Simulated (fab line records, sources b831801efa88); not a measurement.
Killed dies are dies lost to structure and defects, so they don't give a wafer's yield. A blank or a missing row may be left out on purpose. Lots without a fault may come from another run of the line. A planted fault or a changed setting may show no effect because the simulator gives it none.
fab line records | flow sky130 | part 1 of 2: steps 1 to 26 of 36
record lots=5 wafers=15 last_day=50
route steps=708 shown METAL1@451 VIA1@458 METAL2@483
lots that met no fault: from a run of the same line without faults
start_h: hours from the record's first day to the start of the lot's first wafer shown | wait_h: hours since the lot's step before | " the same as in the row above | L1.1+2: a row that stands for several wafers | - no value, or no start given | * or withheld: withheld | < > ~ a bound
route shown NAME@n: a module of which the file shows steps, and the number in the route of the first | usual: mean/standard deviation of fault-free wafers | same: alike in all rows | chamber/n: place in a boat | sites: the reading at each site | _std_site: their standard deviation | _edge_site: outer sites' mean less inner sites' | radius_mm: how far each site lies from the wafer's centre | mask NAME#n: copy n | behind: the tool/chamber that last shaped the wafer | hold: why the lot was held/for how many hours/how that ended | device: the transistor (n, p or np) that didn't switch | end of line: the same wafers' tests at the end of the route | a step without rows: its recipe alone | killed: dies lost to structure and defects at the first sort, not the wafer's yield | map: a wafer's dies, x killed, . not, _ none there
set.NAME: the setting as run; set.NAME@STEP: as run at that earlier step | model.NAME: the simulator's own value behind a step, which no gauge read
lots at some steps of the route; a table a step, a row a wafer
services: from which hour (start_h, from the record's first day; less than 0 if before it) a tool's chamber was out of use, for how many hours, and why
## steps
# step SKY_METAL1_DESCUM_17
# recipe chemistry=O2 source_power_w=150 bias_power_w=0 pressure_mtorr=10 temp_c=40 time_s=8
# usual drypump_motor_current_A=5.8/0.48 oes_product_au=1.004/0.0071
# columns lot.wafer tool chamber start_h wait_h drypump_motor_current_A oes_product_au rf_hours_counter_h
L075.1 rie_metal-04 1 760.20 0.0 5.2 1.000 10
L075.3 " 1 " " 5.2 1.005 -
L075.5 " 1 " " 5.2 1.020 -
L077.1 rie_metal-01 1 786.65 0.0 5.5 1.008 4
L077.3 " 1 " " 5.4 0.992 -
L077.4 " 1 " " 5.4 0.999 -
L093.1 rie_metal-02 1 908.15 0.0 6.5 0.992 9
L093.4 " 1 " " 6.4 0.994 -
L093.5 " 1 " " 6.5 0.994 -
L094.1 rie_metal-02 0 915.05 0.0 5.3 1.002 12
L094.4 " 0 " " 5.3 1.013 -
L094.6 " 0 " " 5.3 1.011 -
L096.1 rie_metal-01 1 932.05 0.0 5.5 1.001 11
L096.4 " 1 " " 5.4 1.004 -
L096.6 " 0 " " 5.6 0.995 -
# step SKY_METAL1_ETCH_18
# recipe chemistry=N2/H2 target=BARC ion_energy_ev=200 bias_w=100 pressure_mtorr=30 n2_flow_sccm=100 h2_flow_sccm=200 icp_w=500 stop_on=SiO2 time_s=45.9 target_depth_a=600
# usual bias_w=100.02/0.29 drypump_motor_current_A=5.8/0.48 oes_product_au=0.855/0.005 throttle_valve_pct=13.224/0.0094
# columns lot.wafer tool chamber start_h wait_h bias_w drypump_motor_current_A oes_product_au rf_hours_counter_h throttle_valve_pct
L075.1 rie_metal-04 1 760.23 0.0 100.27 5.2 0.860 10 13.205
L075.3 " 1 " " 100.40 5.2 0.858 - 13.225
L075.5 " 1 " " 99.86 5.2 0.851 - 13.220
L077.1 rie_metal-01 1 786.72 0.1 100.18 5.5 0.852 4 13.219
L077.3 " 1 " " 100.20 5.4 0.854 - 13.228
L077.4 " 1 " " 99.84 5.5 0.848 - 13.242
L093.1 rie_metal-02 1 908.19 0.0 100.06 6.5 0.863 9 13.219
L093.4 " 1 " " 100.56 6.5 0.855 - 13.230
L093.5 " 1 " " 99.85 6.4 0.850 - 13.218
L094.1 rie_metal-02 0 915.09 0.0 100.39 5.3 0.856 12 13.236
L094.4 " 0 " " 99.98 5.4 0.858 - 13.214
L094.6 " 0 " " 100.32 5.4 0.862 - 13.229
L096.1 rie_metal-01 1 932.08 0.0 99.77 5.5 0.848 11 13.251
L096.4 " 1 " " 100.05 5.5 0.853 - 13.220
L096.6 " 0 " " 99.82 5.7 0.866 - 13.230
# step SKY_METAL1_METAL_ETCH_19
# recipe target_depth_a=3600 stop_on=SiO2 over_etch_frac=0.3 time_s=78 chemistry=Cl2/BCl3 resist_sidewall_deg=88 pressure_mtorr=10 icp_w=900 bias_w=48.5 Cl2_flow_sccm=60 bcl3_flow_sccm=30
# usual bcl3_flow_sccm=29.99/0.1 bias_w=48.52/0.14 drypump_motor_current_A=5.8/0.47 oes_product_au=0.853/0.0055 throttle_valve_pct=22.266/0.0094
# columns lot.wafer tool chamber start_h wait_h bcl3_flow_sccm bias_w drypump_motor_current_A oes_product_au rf_hours_counter_h throttle_valve_pct
L075.1 rie_metal-04 1 760.29 0.0 29.96 48.45 5.2 0.855 10 22.264
L075.3 " 1 " " 29.81 48.17 5.2 0.850 - 22.270
L075.5 " 1 " " 29.89 48.12 5.2 0.855 - 22.281
L077.1 rie_metal-01 1 786.84 0.1 29.94 48.42 5.5 0.849 4 22.284
L077.3 " 1 " " 29.96 48.54 5.4 0.855 - 22.271
L077.4 " 1 " " 29.92 48.51 5.4 0.847 - 22.269
L093.1 rie_metal-02 1 908.25 0.0 30.14 48.54 6.4 0.861 10 22.264
L093.4 " 1 " " 30.10 48.67 6.5 0.857 - 22.254
L093.5 " 1 " " 29.98 48.72 6.4 0.851 - 22.252
L094.1 rie_metal-02 0 915.15 0.0 29.86 48.59 5.3 0.855 12 22.281
L094.4 " 0 " " 29.96 48.73 5.3 0.853 - 22.268
L094.6 " 0 " " 29.97 48.68 5.3 0.869 - 22.285
L096.1 rie_metal-01 1 932.14 0.0 29.92 48.61 5.4 0.847 11 22.277
L096.4 " 1 " " 29.91 48.45 5.5 0.858 - 22.262
L096.6 " 0 " " 30.03 48.75 5.6 0.850 - 22.264
# step SKY_METAL1_STRIP_20
# recipe chemistry=O2/N2 power_w=1400 pressure_mtorr=1500 platen_temp_c=withheld o2_flow_sccm=3000 n2_flow_sccm=300 overash_fraction=0.5
# usual drypump_motor_current_A=5.8/0.6 oes_product_au=0.342/0.0044 strip_time_to_endpoint_s=2.68/0.03
# columns lot.wafer tool chamber start_h wait_h drypump_motor_current_A oes_product_au rf_hours_counter_h strip_time_to_endpoint_s
L075.1 plasma_asher-01 0 760.38 0.1 6.5 0.344 62 2.69
L075.3 " 1 " " 5.0 0.335 - 2.70
L075.5 " 1 " " 4.9 0.344 - 2.71
L077.1 plasma_asher-04 0 787.02 0.1 5.3 0.344 4 2.67
L077.3 " 1 " " 5.5 0.349 - 2.71
L077.4 " 0 " " 5.3 0.345 - 2.67
L093.1 plasma_asher-04 0 908.34 0.1 5.3 0.348 16 2.75
L093.4 " 1 " " 5.5 0.339 - 2.76
L093.5 " 1 " " 5.4 0.343 - 2.74
L094.1 plasma_asher-01 1 915.24 0.1 4.9 0.343 78 2.70
L094.4 " 1 " " 5.0 0.337 - 2.69
L094.6 " 1 " " 4.9 0.340 - 2.64
L096.1 plasma_asher-01 0 932.23 0.1 6.5 0.337 79 2.69
L096.4 " 1 " " 5.0 0.338 - 2.71
L096.6 " 0 " " 6.5 0.344 - 2.70
# step SKY_METAL1_STRIP_21
# recipe chemistry=post_etch_residue_remover time_s=1200 temp_c=72.5
# columns lot.wafer tool chamber start_h wait_h
L075.1+3+5 wet_bench-02 1 760.48 0.1
L077.1+3+4 wet_bench-04 2 787.12 0.1
L093.1+4+5 wet_bench-02 1 908.44 0.1
L094.1+4+6 wet_bench-04 0 915.34 0.1
L096.1+4+6 wet_bench-04 3 932.33 0.1
# step SKY_METAL1_CLEAN_22
# recipe chemistry=IPA time_s=180 temp_c=25
# columns lot.wafer tool chamber start_h wait_h
L075.1+3+5 wet_bench-03 2 760.89 0.0
L077.1+3+4 wet_bench-03 2 787.50 0.0
L093.1+4+5 wet_bench-02 0 908.78 0.0
L094.1+4+6 wet_bench-03 0 915.68 0.0
L096.1+4+6 wet_bench-02 0 932.67 0.0
# step SKY_METAL1_CLEAN_23
# recipe chemistry=O3/DIW dry=n2_spin
# columns lot.wafer tool chamber start_h wait_h
L075.1+3+5 wet_bench-04 0 760.95 0.0
L077.1+3+4 wet_bench-04 1 787.55 0.0
L093.1+4+5 wet_bench-02 3 908.84 0.0
L094.1+4+6 wet_bench-02 2 915.74 0.0
L096.1+4+6 wet_bench-04 1 932.74 0.0
# step SKY_VIA1_HDPCVD_00
# recipe material=SiO2 target_thk_nm=1030 sigma_open_frac=0.3 time_s=171.7 temp_c=400 sih4_flow_sccm=60 pressure_mtorr=6
# columns lot.wafer tool chamber start_h wait_h
L075.1+3+5 hdpcvd-02 1,2,2 761.04 0.0
L077.1+3+4 hdpcvd-02 2,2,1 787.65 0.0
L093.1+4+5 hdpcvd-02 0,1,2 908.93 0.0
L094.1+4+6 hdpcvd-02 0,1,0 915.83 0.0
L096.1+4+6 hdpcvd-02 0,2,0 932.83 0.0
# step SKY_VIA1_THK_MEAS_01
# recipe reads=SiO2_of_VIA1_HDPCVD_00
# usual VIA1_HDPCVD_THK=1032/9.1
# columns lot.wafer tool chamber start_h wait_h VIA1_HDPCVD_THK[nm]
L075.1 film_metro-04 - 761.15 0.1 1034
L075.3 " - " " 1023
L075.5 " - " " 1036
L077.1 film_metro-03 - 787.82 0.1 1038
L077.3 " - " " 1042
L077.4 " - " " 1041
L093.1 film_metro-03 - 909.04 0.1 1042
L093.4 " - " " 1031
L093.5 " - " " 1038
L094.1 film_metro-02 - 915.94 0.1 1046
L094.4 " - " " 1028
L094.6 " - " " 1032
L096.1 film_metro-02 - 932.94 0.1 1029
L096.4 " - " " 1032
L096.6 " - " " 1040
# step SKY_VIA1_CMP_02
# recipe material=SiO2 down_force_psi=4 platen_rpm=60 pad_velocity_m_s=0.94248
# usual edge_zone_pressure_frac=1.001/0.0055 motor_current_A=11.9/1.4
# columns lot.wafer tool chamber start_h wait_h edge_zone_pressure_frac motor_current_A
L075.3 cmp-02 1 761.21 0.0 0.999 11.3
L075.1 " 3 " " 1.000 12.1
L075.5 " 1 " " 1.002 10.9
L077.1 cmp-01 2 787.93 0.1 1.000 11.5
L077.4 " 3 " " 1.007 10.7
L077.3 " 0 " " 1.014 10.2
L093.4 cmp-01 2 909.15 0.1 1.003 10.7
L093.1 " 3 " " 1.000 11.4
L093.5 " 2 " " 1.004 11.5
L094.1 cmp-02 2 916.05 0.1 1.002 11.7
L094.4 " 0 " " 0.998 14.7
L094.6 " 1 " " 0.998 11.2
L096.4 cmp-02 2 933.00 0.0 0.994 11.2
L096.1 " 0 " " 1.006 14.5
L096.6 " 3 " " 1.001 12.0
# step SKY_VIA1_BOW_MEAS_03
# recipe mode=bow
# usual VIA1_BOW=80/7.3
# columns lot.wafer tool chamber start_h wait_h VIA1_BOW[um]
L075.1 film_metro-04 - 761.51 0.1 78
L075.3 " - " " 84
L075.5 " - " " 82
L077.1 film_metro-02 - 788.18 0.2 84
L077.3 " - " " 80
L077.4 " - " " 74
L093.1 film_metro-04 - 909.40 0.1 83
L093.4 " - " " 89
L093.5 " - " " 81
L094.1 film_metro-04 - 916.30 0.2 68
L094.4 " - " " 84
L094.6 " - " " 76
L096.1 film_metro-04 - 933.30 0.1 84
L096.4 " - " " 93
L096.6 " - " " 81
# step SKY_VIA1_DEHYDRATE_04
# recipe temp_c=200 time_s=60
# usual heater_power_total_W=160.39/0.13
# columns lot.wafer tool chamber start_h wait_h heater_power_total_W
L075.1 litho_track-03 0 773.65 12.1 160.60
L075.3 " 0 " " 160.46
L075.5 " 0 " " 160.43
L077.1 litho_track-02 0 800.46 12.3 160.33
L077.3 " 0 " " 160.35
L077.4 " 0 " " 160.54
L093.1 litho_track-04 0 921.05 11.6 160.56
L093.4 " 0 " " 160.21
L093.5 " 0 " " 160.61
L094.1 litho_track-04 0 928.50 12.2 160.36
L094.4 " 0 " " 160.40
L094.6 " 0 " " 160.57
L096.1 litho_track-04 0 944.80 11.5 160.35
L096.4 " 0 " " 160.29
L096.6 " 0 " " 160.51
# step SKY_VIA1_HMDS_05
# recipe prime_time_s=60 prime_temp_c=120
# columns lot.wafer tool chamber start_h wait_h
L075.1+3+5 litho_track-03 0 773.80 0.1
L077.1+3+4 litho_track-02 0 800.61 0.1
L093.1+4+5 litho_track-04 0 921.20 0.1
L094.1+4+6 litho_track-04 0 928.65 0.1
L096.1+4+6 litho_track-04 0 944.95 0.1
# step SKY_VIA1_COAT_06
# recipe resist=BARC temp_c=withheld time_s=withheld spin_rpm=3000 resist_thk_nm=60
# usual dispense_pressure_kPa=44.0/3
# columns lot.wafer tool chamber start_h wait_h dispense_pressure_kPa
L075.1 litho_track-03 0 773.95 0.1 41.0
L075.3 " 0 " " 41.0
L075.5 " 0 " " 41.1
L077.1 litho_track-02 0 800.76 0.1 41.1
L077.3 " 0 " " 41.1
L077.4 " 0 " " 41.1
L093.1 litho_track-04 0 921.35 0.1 47.0
L093.4 " 0 " " 47.0
L093.5 " 0 " " 47.1
L094.1 litho_track-04 0 928.80 0.1 47.0
L094.4 " 0 " " 47.0
L094.6 " 0 " " 47.0
L096.1 litho_track-04 0 945.10 0.1 47.0
L096.4 " 0 " " 47.0
L096.6 " 0 " " 47.0
# step SKY_VIA1_COAT_07
# recipe resist=KrF-thick spin_rpm=3000 resist_thk_nm=450
# usual dispense_pressure_kPa=44.1/3
# columns lot.wafer tool chamber start_h wait_h dispense_pressure_kPa
L075.1 litho_track-03 0 - - 41.0
L075.3 " 0 " " 41.1
L075.5 " 0 " " 41.1
L077.1 litho_track-02 0 - - 41.1
L077.3 " 0 " " 41.2
L077.4 " 0 " " 41.2
L093.1 litho_track-04 0 - - 47.1
L093.4 " 0 " " 47.0
L093.5 " 0 " " 47.1
L094.1 litho_track-04 0 - - 47.1
L094.4 " 0 " " 47.1
L094.6 " 0 " " 47.1
L096.1 litho_track-04 0 - - 47.0
L096.4 " 0 " " 47.0
L096.6 " 0 " " 47.0
# step SKY_VIA1_SOFTBAKE_08
# recipe temp_c=100 time_s=90 resist=KrF-thick
# usual heater_power_total_W=57.36/0.11
# columns lot.wafer tool chamber start_h wait_h heater_power_total_W
L075.1 litho_track-03 0 - - 57.18
L075.3 " 0 " " 57.24
L075.5 " 0 " " 57.41
L077.1 litho_track-02 0 - - 57.46
L077.3 " 0 " " 57.32
L077.4 " 0 " " 57.34
L093.1 litho_track-04 0 - - 57.41
L093.4 " 0 " " 57.45
L093.5 " 0 " " 57.44
L094.1 litho_track-04 0 - - 57.21
L094.4 " 0 " " 57.31
L094.6 " 0 " " 57.37
L096.1 litho_track-04 0 - - 57.37
L096.4 " 0 " " 57.57
L096.6 " 0 " " 57.41
# step SKY_VIA1_EXPOSE_09
# recipe mask_id=VIM na=0.8 source_shape=annular sigma_inner=0.55 sigma_outer=0.85 target_cd_nm=150 dose_mj=38
# columns lot.wafer tool chamber start_h wait_h mask
L075.1+3+5 krf_scanner-02 0 - - VIM#0
L077.1+3+4 krf_scanner-02 0 - - VIM#0
L093.1+4+5 krf_scanner-01 0 - - VIM#0
L094.1+4+6 krf_scanner-01 0 - - VIM#0
L096.1+4+6 krf_scanner-02 0 - - VIM#0
# step SKY_VIA1_PEB_10
# recipe peb_temp_c=withheld peb_time_s=withheld resist=KrF-thick
# columns lot.wafer tool chamber start_h wait_h
L075.1+3+5 litho_track-04 0 - -
L077.1+3+4 litho_track-04 0 - -
L093.1+4+5 litho_track-04 0 - -
L094.1+4+6 litho_track-04 0 - -
L096.1+4+6 litho_track-03 0 - -
# step SKY_VIA1_DEVELOP_11
# recipe develop_time_s=60 resist=KrF-thick dev_temp_c=21
# columns lot.wafer tool chamber start_h wait_h
L075.1+3+5 litho_track-04 0 - -
L077.1+3+4 litho_track-04 0 - -
L093.1+4+5 litho_track-04 0 - -
L094.1+4+6 litho_track-04 0 - -
L096.1+4+6 litho_track-03 0 - -
# step SKY_VIA1_CD_MEAS_12
# recipe target_cd_nm=150
# usual cd_nm=149.7/1.9
# columns lot.wafer tool chamber start_h wait_h cd_nm
L075.1 cd_sem-02 - 787.65 - 147.9
L075.3 " - " " 148.5
L075.5 " - " " 147.8
L077.1 cd_sem-01 - 813.90 - 153.0
L077.3 " - " " 151.9
L077.4 " - " " 152.3
L093.1 cd_sem-01 - 934.00 - 146.9
L093.4 " - " " 146.4
L093.5 " - " " 145.8
L094.1 cd_sem-01 - 941.20 - 151.5
L094.4 " - " " 150.1
L094.6 " - " " 147.9
L096.1 cd_sem-02 - 957.80 - 148.5
L096.4 " - " " 149.0
L096.6 " - " " 150.0
# step SKY_VIA1_OVL_MEAS_13
# usual VIA1_OVL=1/6.1
# columns lot.wafer tool chamber start_h wait_h VIA1_OVL[nm]
L075.1 overlay-02 - 787.77 0.1 -6
L075.3 " - " " -3
L075.5 " - " " -11
L077.1 overlay-01 - 814.02 0.1 2
L077.3 " - " " 3
L077.4 " - " " 4
L093.1 overlay-01 - 934.12 0.1 13
L093.4 " - " " 9
L093.5 " - " " 7
L094.1 overlay-02 - 941.32 0.1 -5
L094.4 " - " " -1
L094.6 " - " " -9
L096.1 overlay-02 - 957.92 0.1 -8
L096.4 " - " " -4
L096.6 " - " " -6
# step SKY_VIA1_ETCH_14
# recipe chemistry=N2/H2 target=BARC ion_energy_ev=200 source_w=500 bias_w=100 pressure_mtorr=30 n2_flow_sccm=100 h2_flow_sccm=200 stop_on=SiO2 time_s=45.9 target_depth_a=600
# usual bias_w=100.0/0.31 drypump_motor_current_A=6.1/0.47 oes_product_au=0.855/0.005 throttle_valve_pct=13.224/0.0091
# columns lot.wafer tool chamber start_h wait_h bias_w drypump_motor_current_A oes_product_au rf_hours_counter_h throttle_valve_pct
L075.1 rie_diel-03 0 787.80 0.0 100.7 6.6 0.851 5 13.215
L075.3 " 3 " " 99.5 5.4 0.848 14 13.239
L075.5 " 0 " " 100.6 6.5 0.865 - 13.218
L077.1 rie_diel-01 3 814.05 0.0 99.8 6.7 0.854 2 13.236
L077.3 " 0 " " 100.3 6.1 0.864 4 13.224
L077.4 " 2 " " 100.0 6.2 0.866 6 13.205
L093.1 rie_diel-01 2 934.15 0.0 100.1 6.2 0.851 9 13.217
L093.4 " 3 " " 100.0 6.7 0.839 5 13.232
L093.5 " 2 " " 99.7 6.2 0.853 - 13.220
L094.1 rie_diel-01 0 941.35 0.0 99.8 6.1 0.862 7 13.222
L094.4 " 3 " " 100.0 6.6 0.860 5 13.231
L094.6 " 1 " " 100.1 6.4 0.855 - 13.229
L096.1 rie_diel-04 3 957.95 0.0 100.8 6.3 0.857 22 13.215
L096.4 " 0 " " 100.0 6.0 0.854 9 13.228
L096.6 " 0 " " 100.3 6.0 0.862 - 13.236
# step SKY_VIA1_ETCH_15
# recipe target=SiO2 chemistry=C4F8/O2/Ar target_depth_nm=351 stop_on=TiN mask_material=KrF-thick source_w=1500 bias_w=1200 pressure_mtorr=40 c4f8_flow_sccm=withheld O2_flow_sccm=6 Ar_flow_sccm=300 time_s=54
# usual bias_w=1200/3.8 oes_product_au=0.980/0.0058
# columns lot.wafer tool chamber start_h wait_h bias_w oes_product_au rf_hours_counter_h
L075.1 rie_diel-03 0 787.85 0.0 1199 0.978 5
L075.3 " 3 " " 1203 0.973 14
L075.5 " 0 " " 1203 0.979 -
L077.1 rie_diel-01 3 814.10 0.0 1194 0.987 2
L077.3 " 0 " " 1194 0.980 4
L077.4 " 2 " " 1203 0.982 6
L093.1 rie_diel-01 2 934.20 0.0 1205 0.983 9
L093.4 " 3 " " 1203 0.989 5
L093.5 " 2 " " 1198 0.975 -
L094.1 rie_diel-01 0 941.40 0.0 1200 0.979 7
L094.4 " 3 " " 1202 0.989 5
L094.6 " 1 " " 1203 0.976 -
L096.1 rie_diel-04 3 958.00 0.0 1202 0.985 22
L096.4 " 0 " " 1203 0.989 9
L096.6 " 0 " " 1201 0.977 -
# step SKY_VIA1_STRIP_16
# recipe chemistry=O2/N2 power_w=1400 pressure_mtorr=1500 platen_temp_c=withheld o2_flow_sccm=3000 n2_flow_sccm=300 overash_fraction=0.5
# usual drypump_motor_current_A=5.9/0.41 oes_product_au=0.416/0.0044 strip_time_to_endpoint_s=4.469/0.023
# columns lot.wafer tool chamber start_h wait_h drypump_motor_current_A oes_product_au rf_hours_counter_h strip_time_to_endpoint_s
L075.1 plasma_asher-04 1 787.89 0.0 5.5 0.414 4 4.473
L075.3 " 0 " " 5.3 0.421 - 4.485
L075.5 " 0 " " 5.3 0.417 - 4.493
L077.1 plasma_asher-04 0 814.14 0.0 5.3 0.419 7 4.472
L077.3 " 0 " " 5.3 0.416 - 4.457
L077.4 " 1 " " 5.4 0.413 - 4.439
L093.1 plasma_asher-04 0 934.24 0.0 5.3 0.412 19 4.472
L093.4 " 0 " " 5.3 0.420 - 4.478
L093.5 " 0 " " 5.3 0.430 - 4.458
L094.1 plasma_asher-02 1 941.44 0.0 6.2 0.415 113 4.469
L094.4 " 0 " " 5.9 0.419 - 4.475
L094.6 " 0 " " 5.9 0.411 - 4.450
L096.1 plasma_asher-02 0 958.04 0.0 5.9 0.413 114 4.471
L096.4 " 0 " " 5.9 0.413 - 4.460
L096.6 " 0 " " 5.9 0.415 - 4.475
# step SKY_VIA1_STRIP_17
# recipe chemistry=post_etch_residue_remover time_s=1200 temp_c=72.5
# columns lot.wafer tool chamber start_h wait_h
L075.1+3+5 wet_bench-03 2 787.99 0.1
L077.1+3+4 wet_bench-01 0 814.24 0.1
L093.1+4+5 wet_bench-03 1 934.34 0.1
L094.1+4+6 wet_bench-01 0 941.54 0.1
L096.1+4+6 wet_bench-01 1 958.14 0.1
# step SKY_VIA1_CLEAN_18
# recipe chemistry=IPA time_s=180 temp_c=25
# columns lot.wafer tool chamber start_h wait_h
L075.1+3+5 wet_bench-01 0 788.33 0.0
L077.1+3+4 wet_bench-04 1 814.58 0.0
L093.1+4+5 wet_bench-01 2 934.68 0.0
L094.1+4+6 wet_bench-04 2 941.89 0.0
L096.1+4+6 wet_bench-04 0 958.48 0.0
